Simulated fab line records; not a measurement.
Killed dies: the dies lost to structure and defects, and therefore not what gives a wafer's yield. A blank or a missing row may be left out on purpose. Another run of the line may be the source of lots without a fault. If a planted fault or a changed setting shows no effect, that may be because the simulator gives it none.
The tool behind it: which one? || flow gf180mcu || 33 wafers from 11 lots sampled at 6 of the route's 602 steps

WHAT THE GAUGES SHOWED, per wafer
GF_V1_THK_MEAS_03. Usual: V1_CVD_02_THK 854 nm, standard deviation 14.
{"lot": "L833", "measured": "day 17 03:37", "on": "film-metro-02", "V1_CVD_02_THK (nm)": "853 851 861", "flag": ""}
{"lot": "L834", "measured": "day 18 04:52", "on": "film-metro-04", "V1_CVD_02_THK (nm)": "847 856 841", "flag": ""}
{"lot": "L839", "measured": "day 19 04:59", "on": "film-metro-02", "V1_CVD_02_THK (nm)": "838 822 836", "flag": ""}
{"lot": "L841", "measured": "day 19 22:22", "on": "film-metro-01", "V1_CVD_02_THK (nm)": "857 871 872", "flag": ""}
{"lot": "L845", "measured": "day 21 10:05", "on": "film-metro-04", "V1_CVD_02_THK (nm)": "853 867 859", "flag": ""}
{"lot": "L847", "measured": "day 22 05:08", "on": "film-metro-02", "V1_CVD_02_THK (nm)": "934 937 951", "flag": "OFF"}
{"lot": "L848", "measured": "day 22 11:08", "on": "film-metro-04", "V1_CVD_02_THK (nm)": "928 933 944", "flag": "OFF"}
{"lot": "L849", "measured": "day 22 20:03", "on": "film-metro-04", "V1_CVD_02_THK (nm)": "942 941 949", "flag": "OFF"}
{"lot": "L853", "measured": "day 24 09:04", "on": "film-metro-04", "V1_CVD_02_THK (nm)": "830 851 858", "flag": ""}
{"lot": "L855", "measured": "day 24 19:40", "on": "film-metro-02", "V1_CVD_02_THK (nm)": "828 842 851", "flag": ""}
{"lot": "L856", "measured": "day 25 03:44", "on": "film-metro-02", "V1_CVD_02_THK (nm)": "840 864 866", "flag": ""}

GF_V1_CD_MEAS_14: the cd target is 260 nm. Usual: cd-nm 259.6 nm, standard deviation 1.3.
{"lot": "L833", "measured": "day 18 02:46", "on": "cd-sem-02", "cd-nm (nm)": "258.9 259.6 259.2", "flag": ""}
{"lot": "L834", "measured": "day 19 05:40", "on": "cd-sem-01", "cd-nm (nm)": "262.5 262.4 260.7", "flag": ""}
{"lot": "L839", "measured": "day 20 05:25", "on": "cd-sem-01", "cd-nm (nm)": "258.4 260.2 260.0", "flag": ""}
{"lot": "L841", "measured": "day 20 22:50", "on": "cd-sem-01", "cd-nm (nm)": "258.8 259.9 260.6", "flag": ""}
{"lot": "L845", "measured": "day 22 09:39", "on": "cd-sem-01", "cd-nm (nm)": "260.5 261.6 261.8", "flag": ""}
{"lot": "L847", "measured": "day 23 04:31", "on": "cd-sem-02", "cd-nm (nm)": "260.0 259.1 260.5", "flag": ""}
{"lot": "L848", "measured": "day 23 10:45", "on": "cd-sem-01", "cd-nm (nm)": "258.0 257.7 257.1", "flag": ""}
{"lot": "L849", "measured": "day 23 19:28", "on": "cd-sem-02", "cd-nm (nm)": "260.9 261.2 259.5", "flag": ""}
{"lot": "L853", "measured": "day 25 07:00", "on": "cd-sem-01", "cd-nm (nm)": "260.0 260.9 259.7", "flag": ""}
{"lot": "L855", "measured": "day 25 17:36", "on": "cd-sem-01", "cd-nm (nm)": "261.0 262.8 260.6", "flag": ""}
{"lot": "L856", "measured": "day 26 00:42", "on": "cd-sem-01", "cd-nm (nm)": "260.2 260.1 260.8", "flag": ""}

WHICH TOOL RAN EACH LOT (tool, then ch and the chambers of the sampled wafers, then the start)
{"lot": "L833", "GF_CONTACT_SPUTTER_22": "pvd-sputter-03, day 16 02:58", "GF_M1_METAL_ETCH_16": "rie-metal-04 ch 0,1, day 17 02:45", "GF_V1_CVD_02": "pecvd-04 ch 0,2, day 17 03:33", "GF_V1_CMP_04": "cmp-02 ch 1,2, day 17 03:41"}
{"lot": "L834", "GF_CONTACT_SPUTTER_22": "pvd-sputter-04, day 17 03:46", "GF_M1_METAL_ETCH_16": "rie-metal-04 ch 0,1, day 18 04:00", "GF_V1_CVD_02": "pecvd-01 ch 0,2, day 18 04:48", "GF_V1_CMP_04": "cmp-01 ch 0,1,2, day 18 05:02"}
{"lot": "L839", "GF_CONTACT_SPUTTER_22": "pvd-sputter-02, day 18 02:47", "GF_M1_METAL_ETCH_16": "rie-metal-04 ch 0, day 19 04:06", "GF_V1_CVD_02": "pecvd-01 ch 0,1,2, day 19 04:54", "GF_V1_CMP_04": "cmp-01 ch 0,1,3, day 19 05:02"}
{"lot": "L841", "GF_CONTACT_SPUTTER_22": "pvd-sputter-03, day 18 20:08", "GF_M1_METAL_ETCH_16": "rie-metal-03 ch 0,1, day 19 21:30", "GF_V1_CVD_02": "pecvd-04 ch 0,1, day 19 22:17", "GF_V1_CMP_04": "cmp-01 ch 0,3, day 19 22:25"}
{"lot": "L845", "GF_CONTACT_SPUTTER_22": "pvd-sputter-02, day 20 08:17", "GF_M1_METAL_ETCH_16": "rie-metal-03 ch 0,1, day 21 09:14", "GF_V1_CVD_02": "pecvd-02 ch 0,1, day 21 10:01", "GF_V1_CMP_04": "cmp-01 ch 1,2,3, day 21 10:09"}
{"lot": "L847", "GF_CONTACT_SPUTTER_22": "pvd-sputter-02, day 21 03:43", "GF_M1_METAL_ETCH_16": "rie-metal-01 ch 0,1, day 22 04:14", "GF_V1_CVD_02": "pecvd-04 ch 0,1, day 22 05:04", "GF_V1_CMP_04": "cmp-01 ch 0,1,2, day 22 05:17"}
{"lot": "L848", "GF_CONTACT_SPUTTER_22": "pvd-sputter-02, day 21 09:54", "GF_M1_METAL_ETCH_16": "rie-metal-04 ch 0,1, day 22 10:08", "GF_V1_CVD_02": "pecvd-04 ch 0,1, day 22 11:03", "GF_V1_CMP_04": "cmp-02 ch 1,3, day 22 11:14"}
{"lot": "L849", "GF_CONTACT_SPUTTER_22": "pvd-sputter-02, day 21 19:40", "GF_M1_METAL_ETCH_16": "rie-metal-04 ch 0,1, day 22 19:08", "GF_V1_CVD_02": "pecvd-04 ch 0,1, day 22 19:58", "GF_V1_CMP_04": "cmp-02 ch 0,1,2, day 22 20:06"}
{"lot": "L853", "GF_CONTACT_SPUTTER_22": "pvd-sputter-02, day 23 08:31", "GF_M1_METAL_ETCH_16": "rie-metal-04 ch 0,1, day 24 08:08", "GF_V1_CVD_02": "pecvd-01 ch 1,2, day 24 08:57", "GF_V1_CMP_04": "cmp-02 ch 0,3, day 24 09:10"}
{"lot": "L855", "GF_CONTACT_SPUTTER_22": "pvd-sputter-03, day 23 19:45", "GF_M1_METAL_ETCH_16": "rie-metal-01 ch 0, day 24 18:38", "GF_V1_CVD_02": "pecvd-01 ch 1,2, day 24 19:34", "GF_V1_CMP_04": "cmp-01 ch 0,2,3, day 24 19:47"}
{"lot": "L856", "GF_CONTACT_SPUTTER_22": "pvd-sputter-03, day 24 02:41", "GF_M1_METAL_ETCH_16": "rie-metal-04 ch 0,1, day 25 02:44", "GF_V1_CVD_02": "pecvd-04 ch 0,1,2, day 25 03:40", "GF_V1_CMP_04": "cmp-02 ch 1,2,3, day 25 03:50"}
- GF_CONTACT_SPUTTER_22: material Ti, target thk 15 nm, time 80.02 s.
- GF_M1_METAL_ETCH_16: etches the open film in Cl2/BCl3, stops on SiO2, target depth 750.8 nm, time 125.1 s.
- GF_V1_CVD_02: deposits SiO2 from TEOS, target thk 850 nm, time 94.851 s.
- GF_V1_CMP_04: polishes SiO2.

AS READ BY THE TOOLS THEMSELVES (means over the sampled wafers that have a number; for cases with no such wafer, the mark the record gives instead)
GF_CONTACT_SPUTTER_22. Usual: throttle-valve-pct 29.6 %, standard deviation 1.4.
{"lot": "L833", "tool": "pvd-sputter-03", "throttle-valve-pct (%)": 30.0, "flag": ""}
{"lot": "L834", "tool": "pvd-sputter-04", "throttle-valve-pct (%)": 30.8, "flag": ""}
{"lot": "L839", "tool": "pvd-sputter-02", "throttle-valve-pct (%)": 29.5, "flag": ""}
{"lot": "L841", "tool": "pvd-sputter-03", "throttle-valve-pct (%)": 29.5, "flag": ""}
{"lot": "L845", "tool": "pvd-sputter-02", "throttle-valve-pct (%)": 28.3, "flag": ""}
{"lot": "L847", "tool": "pvd-sputter-02", "throttle-valve-pct (%)": 28.7, "flag": ""}
{"lot": "L848", "tool": "pvd-sputter-02", "throttle-valve-pct (%)": 29.5, "flag": ""}
{"lot": "L849", "tool": "pvd-sputter-02", "throttle-valve-pct (%)": 28.4, "flag": ""}
{"lot": "L853", "tool": "pvd-sputter-02", "throttle-valve-pct (%)": 29.5, "flag": ""}
{"lot": "L855", "tool": "pvd-sputter-03", "throttle-valve-pct (%)": 30.0, "flag": ""}
{"lot": "L856", "tool": "pvd-sputter-03", "throttle-valve-pct (%)": 30.2, "flag": ""}

GF_M1_METAL_ETCH_16. Usual: drypump-motor-current-A 5.7 A, standard deviation 0.47; oes-product-au 0.989 a.u., standard deviation 0.0053; rf-fwd-power-W 796.0 W, standard deviation 2.6; throttle-valve-pct 28.231 %, standard deviation 0.0087.
{"lot": "L833", "tool": "rie-metal-04", "drypump-motor-current-A (A)": 5.3, "oes-product-au (a.u.)": 0.984, "rf-fwd-power-W (W)": 797.0, "throttle-valve-pct (%)": 28.241, "flag": ""}
{"lot": "L834", "tool": "rie-metal-04", "drypump-motor-current-A (A)": 5.6, "oes-product-au (a.u.)": 0.989, "rf-fwd-power-W (W)": 797.1, "throttle-valve-pct (%)": 28.237, "flag": ""}
{"lot": "L839", "tool": "rie-metal-04", "drypump-motor-current-A (A)": 5.1, "oes-product-au (a.u.)": 0.982, "rf-fwd-power-W (W)": 799.0, "throttle-valve-pct (%)": 28.239, "flag": ""}
{"lot": "L841", "tool": "rie-metal-03", "drypump-motor-current-A (A)": 5.9, "oes-product-au (a.u.)": 0.991, "rf-fwd-power-W (W)": 796.8, "throttle-valve-pct (%)": 28.225, "flag": ""}
{"lot": "L845", "tool": "rie-metal-03", "drypump-motor-current-A (A)": 5.9, "oes-product-au (a.u.)": 0.983, "rf-fwd-power-W (W)": 795.6, "throttle-valve-pct (%)": 28.231, "flag": ""}
{"lot": "L847", "tool": "rie-metal-01", "drypump-motor-current-A (A)": 5.7, "oes-product-au (a.u.)": 0.992, "rf-fwd-power-W (W)": 793.4, "throttle-valve-pct (%)": 28.227, "flag": ""}
{"lot": "L848", "tool": "rie-metal-04", "drypump-motor-current-A (A)": 5.3, "oes-product-au (a.u.)": 0.986, "rf-fwd-power-W (W)": 796.4, "throttle-valve-pct (%)": 28.228, "flag": ""}
{"lot": "L849", "tool": "rie-metal-04", "drypump-motor-current-A (A)": 5.6, "oes-product-au (a.u.)": 0.993, "rf-fwd-power-W (W)": 798.5, "throttle-valve-pct (%)": 28.232, "flag": ""}
{"lot": "L853", "tool": "rie-metal-04", "drypump-motor-current-A (A)": 5.5, "oes-product-au (a.u.)": 0.987, "rf-fwd-power-W (W)": 799.1, "throttle-valve-pct (%)": 28.236, "flag": ""}
{"lot": "L855", "tool": "rie-metal-01", "drypump-motor-current-A (A)": 6.5, "oes-product-au (a.u.)": 0.986, "rf-fwd-power-W (W)": 797.3, "throttle-valve-pct (%)": 28.236, "flag": ""}
{"lot": "L856", "tool": "rie-metal-04", "drypump-motor-current-A (A)": 5.3, "oes-product-au (a.u.)": 0.994, "rf-fwd-power-W (W)": 795.2, "throttle-valve-pct (%)": 28.226, "flag": ""}

GF_V1_CVD_02. Usual: heater-power-w 635 W, standard deviation 130; rf-fwd-power-W 596.7 W, standard deviation 1.7.
{"lot": "L833", "tool": "pecvd-04", "heater-power-w (W)": 526, "rf-fwd-power-W (W)": 599.1, "flag": ""}
{"lot": "L834", "tool": "pecvd-01", "heater-power-w (W)": 737, "rf-fwd-power-W (W)": 597.5, "flag": ""}
{"lot": "L839", "tool": "pecvd-01", "heater-power-w (W)": 721, "rf-fwd-power-W (W)": 597.9, "flag": ""}
{"lot": "L841", "tool": "pecvd-04", "heater-power-w (W)": 527, "rf-fwd-power-W (W)": 597.0, "flag": ""}
{"lot": "L845", "tool": "pecvd-02", "heater-power-w (W)": 794, "rf-fwd-power-W (W)": 595.5, "flag": ""}
{"lot": "L847", "tool": "pecvd-04", "heater-power-w (W)": 442, "rf-fwd-power-W (W)": 835.6, "flag": "OFF"}
{"lot": "L848", "tool": "pecvd-04", "heater-power-w (W)": 484, "rf-fwd-power-W (W)": 836.6, "flag": "OFF"}
{"lot": "L849", "tool": "pecvd-04", "heater-power-w (W)": 408, "rf-fwd-power-W (W)": 836.7, "flag": "OFF"}
{"lot": "L853", "tool": "pecvd-01", "heater-power-w (W)": 681, "rf-fwd-power-W (W)": 596.0, "flag": ""}
{"lot": "L855", "tool": "pecvd-01", "heater-power-w (W)": 758, "rf-fwd-power-W (W)": 596.5, "flag": ""}
{"lot": "L856", "tool": "pecvd-04", "heater-power-w (W)": 542, "rf-fwd-power-W (W)": 596.4, "flag": ""}

GF_V1_CMP_04. Usual: motor-current-A 12.8 A, standard deviation 1.7; time-to-endpoint-s 84 s, standard deviation 6.5.
{"lot": "L833", "tool": "cmp-02", "motor-current-A (A)": 13.6, "time-to-endpoint-s (s)": 86, "flag": ""}
{"lot": "L834", "tool": "cmp-01", "motor-current-A (A)": 14.0, "time-to-endpoint-s (s)": 85, "flag": ""}
{"lot": "L839", "tool": "cmp-01", "motor-current-A (A)": 13.8, "time-to-endpoint-s (s)": 77, "flag": ""}
{"lot": "L841", "tool": "cmp-01", "motor-current-A (A)": 13.2, "time-to-endpoint-s (s)": 88, "flag": ""}
{"lot": "L845", "tool": "cmp-01", "motor-current-A (A)": 14.4, "time-to-endpoint-s (s)": 90, "flag": ""}
{"lot": "L847", "tool": "cmp-01", "motor-current-A (A)": 14.1, "time-to-endpoint-s (s)": 128, "flag": "OFF"}
{"lot": "L848", "tool": "cmp-02", "motor-current-A (A)": 12.6, "time-to-endpoint-s (s)": 109, "flag": "OFF"}
{"lot": "L849", "tool": "cmp-02", "motor-current-A (A)": 12.0, "time-to-endpoint-s (s)": 117, "flag": "OFF"}
{"lot": "L853", "tool": "cmp-02", "motor-current-A (A)": 10.1, "time-to-endpoint-s (s)": 73, "flag": ""}
{"lot": "L855", "tool": "cmp-01", "motor-current-A (A)": 13.2, "time-to-endpoint-s (s)": 80, "flag": ""}
{"lot": "L856", "tool": "cmp-02", "motor-current-A (A)": 12.1, "time-to-endpoint-s (s)": 83, "flag": ""}

THE ANSWER, worked out from the rows above alone
Rule: lot off if the mean of its wafers having a number is beyond 3 standard deviations from the usual mean. Also off: a lot with no number at a reading for which 4 or more lots have one. All remaining lots with rows at the step are treated as sound. The gauges are gone through in route order, then the tools' own readings, and for those a lot's mean is taken as printed above. The first step at which some lot is off is used, and at that step the reading that is off furthest; a lot without a number counts as furthest.
Off: L847, L848, L849, at GF_V1_THK_MEAS_03 (V1_CVD_02_THK).
A tool fits if, at a process step before that reading, it ran every lot that is off, and no sound lot after the first of them. The gauges at GF_V1_THK_MEAS_03 aren't tried: what is off there is off at GF_V1_CVD_02 too, on other tools, and a gauge's error can't cause that. Not one of the candidates tried fits.

WHAT THE SIMULATOR HAD PUT IN
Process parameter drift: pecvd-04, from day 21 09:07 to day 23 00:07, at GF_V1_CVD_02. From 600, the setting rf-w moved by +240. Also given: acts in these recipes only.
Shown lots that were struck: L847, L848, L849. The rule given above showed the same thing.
